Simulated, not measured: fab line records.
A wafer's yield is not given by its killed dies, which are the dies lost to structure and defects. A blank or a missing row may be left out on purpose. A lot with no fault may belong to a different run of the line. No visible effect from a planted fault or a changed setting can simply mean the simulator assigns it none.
Comparing a struck lot with a sound one | flow sky130 | 23 out of 708 route steps
Sound: wafers L681.1, L681.2, L681.4. Wafers struck: L685.1, L685.3, L685.4. The cause is named last.
Each step with rows lists, per side, the tool, then ch with its chambers, then its first start. Under that, the readings that differ: sound wafers | struck wafers | difference of the means | sigmas: that difference in standard deviations of wafers without a fault.
alike: a reading whose means differ by less than 2 such deviations, as well as words and numbers matching on both sides. not compared: withheld readings; readings where some wafer has no value; bounds like >300 that might hide an equal value; numbers whose values overlap and for which the record gives no deviation.
Wherever a step has rows on one side only, a row that says differs or no value, or a row with sigmas, the two part there. Numbers that have no deviation but don't overlap get no sigmas and don't part them. A reading that every wafer of one side lacks parts them only if that side has two wafers or more.

first, 8 steps without rows for these wafers: SKY_RES_XHIGH_DEHYDRATE_00 (time 60 s); SKY_RES_XHIGH_HMDS_01 (prime time 62.52 s); SKY_RES_XHIGH_COAT_02 (resist thk 1140 nm); SKY_RES_XHIGH_SOFTBAKE_03 (time 60 s); SKY_RES_XHIGH_EXPOSE_04 (exposes mask URPM, target cd 1270 nm); SKY_RES_XHIGH_PEB_05; SKY_RES_XHIGH_DEVELOP_06 (develop time 60 s); SKY_RES_XHIGH_IMPLANT_07.
SKY_RES_XHIGH_STRIP_08: strips in O2/N2.
  sound on plasma_asher-02 ch 0,1, day 26 16:20; struck on plasma_asher-03 ch 0,1, day 28 04:11
  reading                      | sound             | struck            | difference | sigmas
  drypump_motor_current_A (A)  | 5.52 5.56 5.54    | 6.43 6.43 6.08    | +0.77      | +3
  strip_time_to_endpoint_s (s) | 14.18 14.20 14.20 | 14.35 14.37 14.34 | +0.16      | +4
  alike: n2_flow_sccm, oes_product_au
  not compared: rf_hours_counter_h
SKY_RES_XHIGH_TW_MEAS_09:
  struck on film_metro-02, day 28 04:17; sound on film_metro-04, day 26 16:26
  alike: RES_XHIGH_TW
then, 2 steps without rows for these wafers: SKY_SD_N_DEHYDRATE_00 (time 60 s); SKY_SD_N_HMDS_01 (prime time 60 s).
SKY_SD_N_COAT_02: resist thk 1140 nm.
  sound on litho_track-03 ch 0, day 27 06:47; struck on litho_track-03 ch 0, day 28 18:14
  reading                                   | sound          | struck            | difference | sigmas
  model.NOVOLAK_of_SD_N_COAT_02.thk_nm (nm) | 1145 1146 1145 | 695.2 696.2 692.6 | -450.7     |
then, 3 steps without rows for these wafers: SKY_SD_N_SOFTBAKE_03 (time 60 s); SKY_SD_N_EXPOSE_04 (exposes mask NSDM, target cd 380 nm); SKY_SD_N_PEB_05.
SKY_SD_N_DEVELOP_06: develop time 60 s.
  sound on litho_track-01 ch 0, day 27 21:02; struck on litho_track-03 ch 0, day 29 09:05
  reading                                   | sound          | struck          | difference | sigmas
  model.NOVOLAK_of_SD_N_COAT_02.thk_nm (nm) | 1146 1147 1146 | 695.7 696.7 693 | -451.2     |
SKY_SD_N_CD_MEAS_07: the cd target is 380 nm.
  struck on cd_sem-01, day 29 09:14; sound on cd_sem-02, day 27 21:11
  reading    | sound             | struck            | difference | sigmas
  cd_nm (nm) | 383.0 380.1 382.0 | 436.2 434.1 435.0 | +53.4      | +27
SKY_SD_N_OVL_MEAS_08:
  struck on overlay-01, day 29 09:22; sound on overlay-02, day 27 21:19
  alike: SD_N_OVL
then, 2 steps without rows for these wafers: SKY_SD_N_IMPLANT_09; SKY_SD_N_IMPLANT_10.
SKY_SD_N_STRIP_11: strips in O2/N2.
  sound on plasma_asher-04 ch 0,1, day 27 21:39; struck on plasma_asher-01 ch 0,1, day 29 09:41
  reading                      | sound             | struck            | difference | sigmas
  oes_product_au (a.u.)        | 0.537 0.523 0.534 | 0.476 0.470 0.470 | -0.059     | -12
  strip_time_to_endpoint_s (s) | 22.62 22.64 22.62 | 17.50 17.50 17.50 | -5.13      | -99 or more
  alike: drypump_motor_current_A, n2_flow_sccm
  not compared: rf_hours_counter_h
SKY_SD_N_TW_MEAS_12:
  struck on film_metro-01, day 29 09:47; sound on film_metro-01, day 27 21:45
  alike: SD_N_TW

## WHERE THEY PART
Earliest at SKY_RES_XHIGH_STRIP_08; latest, in this record, at SKY_SD_N_STRIP_11. Later steps at which nothing parts them and some readings are alike: SKY_SD_N_TW_MEAS_12.

WHY: whatever the simulator had introduced
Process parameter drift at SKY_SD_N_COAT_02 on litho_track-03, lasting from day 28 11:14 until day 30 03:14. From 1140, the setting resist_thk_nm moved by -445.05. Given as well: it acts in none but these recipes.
